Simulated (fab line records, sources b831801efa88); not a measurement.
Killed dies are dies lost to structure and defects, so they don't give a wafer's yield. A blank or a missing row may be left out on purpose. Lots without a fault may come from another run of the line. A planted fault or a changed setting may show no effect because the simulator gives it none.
fab line records | flow gf180mcu
record lots=24 wafers=72 last_day=34
route steps=602 shown M1@317 M2@363 V3@450 V5@542
lots that met no fault: from a run of the same line without faults
start_h: hours from the record's first day to the start of the lot's first wafer shown | wait_h: hours since the lot's step before | " the same as in the row above | L1.1+2: a row that stands for several wafers | - no value, or no start given | * or withheld: withheld | < > ~ a bound
route shown NAME@n: a module of which the file shows steps, and the number in the route of the first | usual: mean/standard deviation of fault-free wafers | same: alike in all rows | chamber/n: place in a boat | sites: the reading at each site | _std_site: their standard deviation | _edge_site: outer sites' mean less inner sites' | radius_mm: how far each site lies from the wafer's centre | mask NAME#n: copy n | behind: the tool/chamber that last shaped the wafer | hold: why the lot was held/for how many hours/how that ended | device: the transistor (n, p or np) that didn't switch | end of line: the same wafers' tests at the end of the route | a step without rows: its recipe alone | killed: dies lost to structure and defects at the first sort, not the wafer's yield | map: a wafer's dies, x killed, . not, _ none there
set.NAME: the setting as run; set.NAME@STEP: as run at that earlier step | model.NAME: the simulator's own value behind a step, which no gauge read
steps of the route over a sample of lots; a table a step, a row a wafer
services: from which hour (start_h, from the record's first day; less than 0 if before it) a tool's chamber was out of use, for how many hours, and why
## steps
# step GF_M1_SPUTTER_02
# recipe material=AlCu target_thk_nm=450 power_w=10600 time_s=23.9 chamber_pressure_pa=0.4
# usual cathode_dc_power_W=10600/2 chamber_pressure_pa=0.4000/0.00085 throttle_valve_pct=29.9/1.4
# columns lot.wafer tool chamber start_h wait_h cathode_dc_power_W chamber_pressure_pa throttle_valve_pct
L074.2 pvd_sputter-01 - 366.02 0.0 10600 0.4007 30.1
L074.3 " - " " 10601 0.3997 28.6
L074.6 " - " " 10596 0.3991 31.2
L075.1 pvd_sputter-02 - 377.54 0.0 10602 0.4000 28.1
L075.3 " - " " 10603 0.3994 32.2
L075.6 " - " " 10598 0.4000 32.1
L076.4 pvd_sputter-01 - 381.52 0.0 10599 0.4005 29.9
L076.5 " - " " 10600 0.3995 31.2
L076.6 " - " " 10602 0.4002 29.0
L077.4 pvd_sputter-01 - 392.25 0.0 10595 0.3999 28.9
L077.5 " - " " 10599 0.3987 31.4
L077.6 " - " " 10600 0.3996 28.9
L078.1 pvd_sputter-03 - 403.22 0.0 10599 0.3999 28.9
L078.2 " - " " 10597 0.3991 29.6
L078.4 " - " " 10599 0.4003 30.2
L079.1 pvd_sputter-02 - 407.61 0.0 10601 0.3988 29.3
L079.4 " - " " 10600 0.3997 32.3
L079.6 " - " " 10603 0.3995 29.5
L080.1 pvd_sputter-02 - 422.72 0.0 10601 0.3997 31.5
L080.2 " - " " 10604 0.4003 29.5
L080.3 " - " " 10601 0.4008 31.8
L081.3 pvd_sputter-03 - 433.29 0.0 10595 0.4002 28.9
L081.4 " - " " 10598 0.3989 29.7
L081.6 " - " " 10601 0.4007 29.5
L082.2 pvd_sputter-01 - 439.11 0.0 10602 0.3989 30.0
L082.3 " - " " 10599 0.3996 31.2
L082.4 " - " " 10601 0.4003 31.3
L083.1 pvd_sputter-01 - 443.46 0.0 10599 0.4002 30.2
L083.3 " - " " 10598 0.4009 31.2
L083.4 " - " " 10602 0.4000 28.8
L084.1 pvd_sputter-03 - 458.65 0.0 10602 0.4011 29.4
L084.4 " - " " 10600 0.4004 28.6
L084.5 " - " " 10603 0.4008 28.7
L085.2 pvd_sputter-01 - 464.35 0.0 10600 0.3985 28.6
L085.3 " - " " 10599 0.4003 28.8
L085.4 " - " " 10601 0.4000 31.3
L086.1 pvd_sputter-02 - 481.55 0.0 10602 0.3996 31.9
L086.2 " - " " 10604 0.4011 31.4
L086.3 " - " " 10598 0.4000 29.5
L087.1 pvd_sputter-03 - 481.90 0.0 10601 0.4006 28.8
L087.2 " - " " 10603 0.4015 29.8
L087.6 " - " " 10600 0.4018 29.2
L088.1 pvd_sputter-02 - 489.02 0.0 10600 0.3997 28.2
L088.3 " - " " 10601 0.3986 31.6
L088.6 " - " " 10605 0.3989 31.6
L089.1 pvd_sputter-02 - 501.74 0.0 10602 0.3998 29.3
L089.2 " - " " 10602 0.3996 28.0
L089.6 " - " " 10599 0.3998 27.9
L090.4 pvd_sputter-02 - 511.38 0.0 10600 0.4009 28.0
L090.5 " - " " 10599 0.4011 28.1
L090.6 " - " " 10599 0.3988 32.0
L091.3 pvd_sputter-01 - 513.40 0.0 10601 0.4003 30.3
L091.5 " - " " 10597 0.3998 28.8
L091.6 " - " " 10598 0.4004 31.2
L092.1 pvd_sputter-02 - 521.28 0.0 10601 0.4001 31.6
L092.4 " - " " 10599 0.3997 29.0
L092.6 " - " " 10599 0.4024 32.1
L093.1 pvd_sputter-02 - 535.73 0.0 10597 0.4007 29.4
L093.5 " - " " 10602 0.3996 28.0
L093.6 " - " " 10601 0.4005 31.7
L094.1 pvd_sputter-02 - 541.51 0.0 10602 0.4006 31.5
L094.3 " - " " 10602 0.3997 29.3
L094.4 " - " " 10601 0.3986 32.3
L095.2 pvd_sputter-02 - 546.16 0.0 10600 0.3994 31.9
L095.3 " - " " 10598 0.4002 29.4
L095.6 " - " " 10601 0.4012 27.9
L096.1 pvd_sputter-01 - 549.42 0.0 10602 0.3989 28.8
L096.2 " - " " 10603 0.3989 30.2
L096.3 " - " " 10601 0.4004 31.1
L097.2 pvd_sputter-02 - 559.70 0.0 10601 0.3997 28.2
L097.3 " - " " 10599 0.3998 29.1
L097.4 " - " " 10597 0.3986 31.9
# step GF_M2_SPUTTER_01
# recipe material=TiN target_thk_nm=30 power_w=6500 time_s=25 chamber_pressure_pa=0.4
# usual cathode_dc_power_W=6500.1/1.1 chamber_pressure_pa=0.4000/0.00076 throttle_valve_pct=30.1/1.3
# columns lot.wafer tool chamber start_h wait_h cathode_dc_power_W chamber_pressure_pa throttle_valve_pct
L074.2 pvd_sputter-04 - 415.11 0.1 6498.7 0.4003 30.4
L074.3 " - " " 6500.1 0.4014 29.8
L074.6 " - " " 6499.0 0.3993 31.5
L075.1 pvd_sputter-02 - 427.36 0.1 6502.3 0.4005 27.8
L075.3 " - " " 6501.1 0.4006 32.0
L075.6 " - " " 6499.4 0.3993 31.3
L076.4 pvd_sputter-02 - 432.96 0.1 6501.4 0.4002 27.8
L076.5 " - " " 6499.8 0.4005 28.4
L076.6 " - " " 6498.8 0.4006 31.9
L077.4 pvd_sputter-02 - 443.12 0.1 6500.1 0.4008 32.2
L077.5 " - " " 6500.4 0.3984 28.3
L077.6 " - " " 6501.0 0.4000 32.2
L078.1 pvd_sputter-01 - 454.05 0.1 6499.1 0.3984 31.2
L078.2 " - " " 6499.9 0.3991 30.3
L078.4 " - " " 6500.4 0.3997 28.5
L079.1 pvd_sputter-04 - 459.38 0.1 6500.1 0.4001 29.9
L079.4 " - " " 6502.0 0.4005 29.9
L079.6 " - " " 6500.9 0.4004 31.7
L080.1 pvd_sputter-01 - 474.27 0.1 6499.7 0.4002 31.2
L080.2 " - " " 6498.5 0.3994 28.5
L080.3 " - " " 6501.8 0.4014 30.2
L081.3 pvd_sputter-04 - 484.96 0.1 6500.5 0.4003 29.9
L081.4 " - " " 6500.4 0.3998 30.0
L081.6 " - " " 6499.3 0.3994 30.4
L082.2 pvd_sputter-01 - 490.73 0.1 6500.5 0.4009 31.1
L082.3 " - " " 6498.4 0.3997 29.8
L082.4 " - " " 6499.8 0.3995 28.6
L083.1 pvd_sputter-02 - 494.77 0.1 6499.9 0.4011 32.1
L083.3 " - " " 6499.2 0.4003 28.2
L083.4 " - " " 6501.4 0.3990 29.3
L084.1 pvd_sputter-02 - 510.02 0.1 6499.8 0.4001 28.0
L084.4 " - " " 6498.5 0.3997 31.6
L084.5 " - " " 6502.0 0.3995 29.3
L085.2 pvd_sputter-02 - 515.46 0.1 6498.0 0.3990 29.2
L085.3 " - " " 6499.5 0.4004 31.6
L085.4 " - " " 6499.0 0.3994 32.0
L086.1 pvd_sputter-02 - 531.51 0.1 6499.2 0.3987 32.1
L086.2 " - " " 6500.2 0.3999 29.3
L086.3 " - " " 6499.1 0.3987 31.7
L087.1 pvd_sputter-01 - 531.86 0.1 6499.2 0.3996 28.4
L087.2 " - " " 6499.8 0.4002 28.8
L087.6 " - " " 6499.8 0.4013 30.2
L088.1 pvd_sputter-01 - 538.29 0.1 6501.0 0.3996 29.0
L088.3 " - " " 6499.6 0.4015 28.6
L088.6 " - " " 6498.6 0.3996 31.3
L089.1 pvd_sputter-02 - 551.43 0.1 6498.0 0.4001 29.5
L089.2 " - " " 6501.8 0.4003 31.5
L089.6 " - " " 6500.0 0.4004 31.5
L090.4 pvd_sputter-04 - 559.41 0.1 6500.8 0.3997 31.7
L090.5 " - " " 6499.8 0.3987 29.9
L090.6 " - " " 6501.0 0.3990 30.7
L091.3 pvd_sputter-01 - 561.93 0.1 6500.1 0.3987 28.6
L091.5 " - " " 6500.1 0.4007 28.7
L091.6 " - " " 6500.2 0.3997 31.3
L092.1 pvd_sputter-04 - 568.90 0.1 6498.7 0.3997 30.5
L092.4 " - " " 6498.7 0.4004 30.1
L092.6 " - " " 6498.6 0.4004 29.7
L093.1 pvd_sputter-02 - 583.58 0.1 6498.0 0.4010 29.3
L093.5 " - " " 6500.2 0.4004 28.9
L093.6 " - " " 6501.1 0.4001 31.9
L094.1 pvd_sputter-01 - 588.41 0.1 6500.8 0.3998 31.2
L094.3 " - " " 6501.0 0.4008 28.9
L094.4 " - " " 6500.0 0.3990 28.6
L095.2 pvd_sputter-01 - 592.41 0.1 6499.8 0.4003 28.8
L095.3 " - " " 6498.9 0.3991 28.5
L095.6 " - " " 6501.0 0.4006 28.7
L096.1 pvd_sputter-01 - 595.94 0.1 6497.3 0.3998 30.3
L096.2 " - " " 6501.4 0.3991 29.0
L096.3 " - " " 6499.1 0.3997 31.1
L097.2 pvd_sputter-02 - 607.00 0.1 6498.8 0.3991 31.9
L097.3 " - " " 6500.5 0.4005 28.2
L097.4 " - " " 6500.0 0.3994 31.6
# step GF_M2_SPUTTER_03
# recipe material=Ti target_thk_nm=10 substrate_temp_c=300 chamber_pressure_pa=0.3 power_w=3000 time_s=6.7
# usual cathode_dc_power_W=3000.0/0.59 chamber_pressure_pa=0.3000/0.00059 throttle_valve_pct=30.1/1.3
# columns lot.wafer tool chamber start_h wait_h cathode_dc_power_W chamber_pressure_pa throttle_valve_pct
L074.2 pvd_sputter-04 - 415.17 0.0 3000.4 0.2995 30.7
L074.3 " - " " 2999.6 0.2997 29.7
L074.6 " - " " 2999.8 0.3008 31.5
L075.1 pvd_sputter-02 - 427.42 0.0 3000.9 0.2987 27.9
L075.3 " - " " 2998.8 0.3000 31.8
L075.6 " - " " 3000.7 0.3003 31.5
L076.4 pvd_sputter-02 - 433.02 0.0 3000.8 0.2995 28.0
L076.5 " - " " 3000.9 0.2994 28.0
L076.6 " - " " 3001.0 0.2997 32.0
L077.4 pvd_sputter-02 - 443.19 0.0 2999.7 0.3004 31.9
L077.5 " - " " 3000.2 0.2986 28.1
L077.6 " - " " 3000.6 0.3005 32.0
L078.1 pvd_sputter-01 - 454.12 0.0 3000.0 0.3011 31.2
L078.2 " - " " 2999.7 0.2995 30.2
L078.4 " - " " 2998.9 0.2988 28.5
L079.1 pvd_sputter-04 - 459.44 0.0 2998.7 0.2993 30.2
L079.4 " - " " 2999.5 0.3003 30.0
L079.6 " - " " 3000.3 0.3008 31.8
L080.1 pvd_sputter-01 - 474.34 0.0 3000.8 0.3013 31.2
L080.2 " - " " 3000.4 0.2998 28.5
L080.3 " - " " 3000.1 0.3002 29.8
L081.3 pvd_sputter-04 - 485.02 0.0 2999.7 0.3007 29.9
L081.4 " - " " 3000.3 0.3003 30.0
L081.6 " - " " 3000.3 0.2999 30.8
L082.2 pvd_sputter-01 - 490.79 0.0 3000.7 0.2996 31.3
L082.3 " - " " 3000.2 0.3000 29.9
L082.4 " - " " 3000.4 0.2994 28.7
L083.1 pvd_sputter-02 - 494.83 0.0 2999.7 0.2998 32.0
L083.3 " - " " 2998.6 0.3002 28.0
L083.4 " - " " 3000.9 0.3001 29.3
L084.1 pvd_sputter-02 - 510.08 0.0 3000.1 0.2997 28.2
L084.4 " - " " 2999.7 0.2997 31.7
L084.5 " - " " 2999.1 0.2999 29.4
L085.2 pvd_sputter-02 - 515.52 0.0 2999.7 0.2997 29.2
L085.3 " - " " 2998.8 0.3003 31.5
L085.4 " - " " 3000.2 0.2998 32.0
L086.1 pvd_sputter-02 - 531.57 0.0 3000.5 0.3003 32.0
L086.2 " - " " 2999.5 0.3014 29.4
L086.3 " - " " 3000.1 0.2997 31.8
L087.1 pvd_sputter-01 - 531.92 0.0 3000.2 0.2992 28.7
L087.2 " - " " 2999.7 0.2996 29.2
L087.6 " - " " 3000.5 0.3007 29.9
L088.1 pvd_sputter-01 - 538.35 0.0 3000.0 0.3000 28.7
L088.3 " - " " 2998.9 0.2995 28.7
L088.6 " - " " 3000.1 0.3000 31.1
L089.1 pvd_sputter-02 - 551.49 0.0 2999.9 0.3009 29.2
L089.2 " - " " 3000.6 0.3000 31.4
L089.6 " - " " 3000.3 0.2999 31.5
L090.4 pvd_sputter-04 - 559.47 0.0 3001.0 0.2995 31.7
L090.5 " - " " 3000.0 0.3004 30.1
L090.6 " - " " 2999.0 0.3006 30.7
L091.3 pvd_sputter-01 - 561.99 0.0 3000.2 0.2992 28.7
L091.5 " - " " 2999.7 0.2995 28.5
L091.6 " - " " 2999.1 0.2999 31.2
L092.1 pvd_sputter-04 - 568.96 0.0 3000.6 0.3006 30.6
L092.4 " - " " 3000.0 0.2997 30.1
L092.6 " - " " 2998.9 0.3007 29.9
L093.1 pvd_sputter-02 - 583.64 0.0 2999.4 0.2995 29.1
L093.5 " - " " 3001.1 0.2997 29.3
L093.6 " - " " 3000.1 0.2995 32.1
L094.1 pvd_sputter-01 - 588.47 0.0 3000.3 0.3001 31.1
L094.3 " - " " 2999.4 0.2994 28.9
L094.4 " - " " 2999.2 0.2995 28.5
L095.2 pvd_sputter-01 - 592.47 0.0 2999.3 0.3001 28.8
L095.3 " - " " 3000.4 0.2999 28.4
L095.6 " - " " 2999.4 0.2998 28.3
L096.1 pvd_sputter-01 - 596.00 0.0 2999.7 0.3003 30.2
L096.2 " - " " 3000.2 0.3001 28.8
L096.3 " - " " 2999.6 0.3005 31.4
L097.2 pvd_sputter-02 - 607.06 0.0 3000.1 0.3005 32.2
L097.3 " - " " 2999.3 0.2995 28.2
L097.4 " - " " 3000.4 0.3017 31.6
# step GF_M2_CD_MEAS_14
# recipe target_cd_nm=280
# usual cd_nm=280.1/1.4
# columns lot.wafer tool chamber start_h wait_h cd_nm
L074.2 cd_sem-02 - 439.41 0.1 278.8
L074.3 " - " " 278.6
L074.6 " - " " 279.6
L075.1 cd_sem-02 - 451.55 0.1 279.3
L075.3 " - " " 279.0
L075.6 " - " " 281.2
L076.4 cd_sem-01 - 456.77 0.1 281.3
L076.5 " - " " 281.1
L076.6 " - " " 280.8
L077.4 cd_sem-02 - 467.46 0.1 280.5
L077.5 " - " " 280.3
L077.6 " - " " 280.6
L078.1 cd_sem-01 - 478.11 0.1 281.4
L078.2 " - " " 280.7
L078.4 " - " " 280.4
L079.1 cd_sem-01 - 483.94 0.1 279.6
L079.4 " - " " 279.0
L079.6 " - " " 279.7
L080.1 cd_sem-01 - 498.15 0.1 282.0
L080.2 " - " " 282.0
L080.3 " - " " 281.3
L081.3 cd_sem-02 - 508.49 0.1 279.6
L081.4 " - " " 278.2
L081.6 " - " " 278.9
L082.2 cd_sem-02 - 514.22 0.1 279.2
L082.3 " - " " 280.2
L082.4 " - " " 280.2
L083.1 cd_sem-02 - 518.34 0.2 278.6
L083.3 " - " " 277.6
L083.4 " - " " 278.2
L084.1 cd_sem-01 - 532.94 0.2 281.6
L084.4 " - " " 280.6
L084.5 " - " " 281.6
L085.2 cd_sem-01 - 538.57 0.1 281.3
L085.3 " - " " 280.6
L085.4 " - " " 279.3
L086.1 cd_sem-01 - 553.85 0.1 280.8
L086.2 " - " " 280.7
L086.3 " - " " 280.4
L087.1 cd_sem-01 - 554.74 0.1 277.3
L087.2 " - " " 276.5
L087.6 " - " " 276.6
L088.1 cd_sem-01 - 560.77 0.2 280.1
L088.3 " - " " 280.0
L088.6 " - " " 280.9
L089.1 cd_sem-01 - 573.20 0.1 279.8
L089.2 " - " " 278.5
L089.6 " - " " 279.2
L090.4 cd_sem-02 - 581.76 0.1 282.4
L090.5 " - " " 283.0
L090.6 " - " " 283.3
L091.3 cd_sem-02 - 583.34 0.1 278.9
L091.5 " - " " 280.4
L091.6 " - " " 280.1
L092.1 cd_sem-01 - 590.09 0.1 280.2
L092.4 " - " " 280.5
L092.6 " - " " 279.4
L093.1 cd_sem-01 - 604.80 0.1 281.4
L093.5 " - " " 281.2
L093.6 " - " " 281.3
L094.1 cd_sem-01 - 609.39 0.2 282.0
L094.3 " - " " 282.3
L094.4 " - " " 280.6
L095.2 cd_sem-02 - 614.17 0.1 280.9
L095.3 " - " " 283.0
L095.6 " - " " 281.4
L096.1 cd_sem-01 - 616.04 0.1 279.5
L096.2 " - " " 278.3
L096.3 " - " " 279.9
L097.2 cd_sem-02 - 627.42 0.1 279.3
L097.3 " - " " 278.1
L097.4 " - " " 277.5
# step GF_V3_SPUTTER_21
# recipe material=Ti target_thk_nm=15 chamber_pressure_pa=5 power_w=2500 substrate_temp_c=200 time_s=80.02
# usual cathode_dc_power_W=2500.0/0.44 chamber_pressure_pa=5.002/0.01 throttle_valve_pct=29.9/0.92
# columns lot.wafer tool chamber start_h wait_h cathode_dc_power_W chamber_pressure_pa throttle_valve_pct
L074.2 pvd_sputter-04 - 515.71 0.0 2499.9 5.004 29.9
L074.3 " - " " 2499.7 4.997 31.8
L074.6 " - " " 2499.4 5.004 31.7
L075.1 pvd_sputter-03 - 527.84 0.0 2499.5 5.005 29.0
L075.3 " - " " 2499.7 5.005 29.5
L075.6 " - " " 2500.8 4.990 29.7
L076.4 pvd_sputter-03 - 533.29 0.0 2500.5 4.994 30.3
L076.5 " - " " 2500.6 4.988 28.9
L076.6 " - " " 2500.4 4.999 29.4
L077.4 pvd_sputter-03 - 542.98 0.0 2500.2 5.017 28.9
L077.5 " - " " 2499.8 4.983 30.3
L077.6 " - " " 2499.8 5.006 29.1
L078.1 pvd_sputter-03 - 553.36 0.0 2500.3 5.004 29.0
L078.2 " - " " 2499.6 5.009 30.4
L078.4 " - " " 2500.8 5.003 28.7
L079.1 pvd_sputter-04 - 558.39 0.0 2501.3 4.996 30.3
L079.4 " - " " 2500.1 5.033 29.8
L079.6 " - " " 2499.4 5.011 31.5
L080.1 pvd_sputter-03 - 571.86 0.0 2499.8 5.015 30.2
L080.2 " - " " 2499.4 5.006 29.3
L080.3 " - " " 2500.2 4.997 29.2
L081.3 pvd_sputter-02 - 580.21 0.0 2500.2 5.005 31.5
L081.4 " - " " 2500.5 4.996 27.9
L081.6 " - " " 2500.4 4.993 29.3
L082.2 pvd_sputter-03 - 586.37 0.0 2500.0 5.000 29.2
L082.3 " - " " 2499.4 5.006 29.6
L082.4 " - " " 2500.0 5.007 28.8
L083.1 pvd_sputter-04 - 590.27 0.0 2499.8 5.011 29.6
L083.3 " - " " 2499.9 5.018 29.9
L083.4 " - " " 2499.6 5.018 29.7
L084.1 pvd_sputter-02 - 601.99 0.0 2499.6 4.993 32.1
L084.4 " - " " 2500.4 5.016 31.4
L084.5 " - " " 2499.3 5.002 29.4
L085.2 pvd_sputter-03 - 608.03 0.0 2500.4 5.003 29.4
L085.3 " - " " 2500.5 4.994 28.6
L085.4 " - " " 2499.5 4.988 30.0
L086.1 pvd_sputter-03 - 622.60 0.0 2499.7 5.013 29.0
L086.2 " - " " 2500.1 5.010 29.3
L086.3 " - " " 2499.4 4.985 30.2
L087.1 pvd_sputter-03 - 623.73 0.0 2500.6 4.992 29.4
L087.2 " - " " 2500.6 5.005 29.7
L087.6 " - " " 2499.9 4.992 29.1
L088.1 pvd_sputter-04 - 629.52 0.0 2501.0 4.993 30.0
L088.3 " - " " 2499.6 4.993 31.7
L088.6 " - " " 2499.9 4.984 31.6
L089.1 pvd_sputter-04 - 641.15 0.0 2500.1 5.007 29.8
L089.2 " - " " 2499.7 4.996 31.5
L089.6 " - " " 2499.7 5.009 30.4
L090.4 pvd_sputter-02 - 648.52 0.0 2499.8 5.003 29.2
L090.5 " - " " 2500.0 4.997 31.8
L090.6 " - " " 2500.5 4.999 27.9
L091.3 pvd_sputter-03 - 650.55 0.0 2500.5 4.992 29.2
L091.5 " - " " 2499.9 5.002 30.3
L091.6 " - " " 2499.4 4.996 28.7
L092.1 pvd_sputter-03 - 656.07 0.0 2500.2 4.993 29.5
L092.4 " - " " 2499.7 4.993 29.5
L092.6 " - " " 2499.8 4.992 28.5
L093.1 pvd_sputter-04 - 670.14 0.0 2500.3 5.016 30.5
L093.5 " - " " 2500.3 5.010 30.6
L093.6 " - " " 2499.8 5.007 31.7
L094.1 pvd_sputter-03 - 674.72 0.0 2499.6 5.008 28.7
L094.3 " - " " 2500.4 5.009 29.5
L094.4 " - " " 2500.1 4.997 29.8
L095.2 pvd_sputter-03 - 678.95 0.0 2499.2 5.004 29.2
L095.3 " - " " 2499.4 5.034 30.4
L095.6 " - " " 2500.3 5.009 30.4
L096.1 pvd_sputter-04 - 680.77 0.0 2500.3 4.997 31.6
L096.2 " - " " 2499.8 5.007 29.9
L096.3 " - " " 2500.0 5.018 30.1
L097.2 pvd_sputter-03 - 691.11 0.0 2498.9 4.999 29.3
L097.3 " - " " 2500.2 5.011 30.4
L097.4 " - " " 2499.5 5.003 28.6
# step GF_V5_CVD_02
# recipe material=SiO2 target_thk_nm=1450 precursor=TEOS temp_c=400 time_s=163.28 rf_w=600
# usual heater_power_w=643/80
# columns lot.wafer tool chamber start_h wait_h heater_power_w
L074.2 pecvd-04 0 609.00 0.0 726
L074.3 " 1 " " 645
L074.6 " 1 " " 532
L075.1 pecvd-02 0 618.77 0.1 722
L075.3 " 1 " " 595
L075.6 " 1 " " 666
L076.4 pecvd-02 1 624.25 0.1 555
L076.5 " 0 " " 738
L076.6 " 2 " " 622
L077.4 pecvd-01 1 634.10 0.1 604
L077.5 " 0 " " 516
L077.6 " 2 " " 754
L078.1 pecvd-01 2 641.17 0.1 748
L078.2 " 1 " " 753
L078.4 " 2 " " 615
L079.1 pecvd-04 1 648.08 0.1 590
L079.4 " 1 " " 645
L079.6 " 2 " " 458
L080.1 pecvd-02 2 658.84 0.1 618
L080.2 " 1 " " 618
L080.3 " 0 " " 753
L081.3 pecvd-04 2 666.36 0.0 562
L081.4 " 0 " " 732
L081.6 " 1 " " 642
L082.2 pecvd-01 0 673.40 0.0 550
L082.3 " 2 " " 730
L082.4 " 1 " " 741
L083.1 pecvd-01 0 675.90 0.1 573
L083.3 " 1 " " 722
L083.4 " 2 " " 773
L084.1 pecvd-01 0 686.84 0.1 641
L084.4 " 1 " " 599
L084.5 " 2 " " 762
L085.2 pecvd-02 1 693.19 0.0 686
L085.3 " 2 " " 597
L085.4 " 2 " " 647
L086.1 pecvd-02 2 704.76 0.1 586
L086.2 " 1 " " 622
L086.3 " 0 " " 676
L087.1 pecvd-01 1 705.84 0.1 765
L087.2 " 2 " " 756
L087.6 " 1 " " 617
L088.1 pecvd-01 2 712.00 0.1 706
L088.3 " 1 " " 765
L088.6 " 2 " " 766
L089.1 pecvd-01 0 721.59 0.1 653
L089.2 " 2 " " 754
L089.6 " 2 " " 619
L090.4 pecvd-02 0 729.48 0.1 756
L090.5 " 2 " " 640
L090.6 " 1 " " 537
L091.3 pecvd-01 0 730.11 0.0 653
L091.5 " 1 " " 602
L091.6 " 2 " " 629
L092.1 pecvd-01 0 734.70 0.1 644
L092.4 " 1 " " 750
L092.6 " 0 " " 521
L093.1 pecvd-02 2 747.57 0.1 625
L093.5 " 0 " " 740
L093.6 " 1 " " 666
L094.1 pecvd-02 0 751.72 0.1 711
L094.3 " 1 " " 694
L094.4 " 2 " " 619
L095.2 pecvd-04 0 754.82 0.0 592
L095.3 " 2 " " 539
L095.6 " 2 " " 591
L096.1 pecvd-04 0 756.59 0.1 726
L096.2 " 2 " " 508
L096.3 " 1 " " 656
L097.2 pecvd-02 0 766.90 0.0 666
L097.3 " 0 " " 747
L097.4 " 1 " " 665
## services
# columns tool chamber start_h hours kind
pecvd-04 2 348.38 3.6 repair
pecvd-02 - 368.88 14.0 pm
pvd_sputter-04 - 381.44 2.9 repair
pvd_sputter-02 - 404.45 2.6 repair
pecvd-01 - 407.63 3.0 repair
pecvd-02 0 459.74 6.7 repair
pecvd-02 1 469.48 12.6 repair
pvd_sputter-02 1 489.11 - consumable_replace:kit
pvd_sputter-02 1 489.11 18.0 scheduled_down
pvd_sputter-02 1 489.11 18.0 vent_cycle
pvd_sputter-01 - 540.42 8.2 repair
pvd_sputter-02 - 547.18 3.6 repair
pvd_sputter-02 0 613.92 - consumable_replace:kit
pvd_sputter-01 - 626.53 2.6 repair
pecvd-01 - 645.90 2.8 pm
pvd_sputter-01 - 647.07 8.6 repair
pvd_sputter-04 - 668.39 1.3 repair
pecvd-02 0 675.91 6.5 repair
pecvd-02 - 682.50 3.2 repair
pecvd-04 - 699.59 14.6 pm
pecvd-04 - 714.19 6.0 pm
pvd_sputter-02 - 721.80 1.8 repair
pvd_sputter-04 - 756.11 6.9 repair
pecvd-02 2 756.26 15.4 repair
## key
fault none
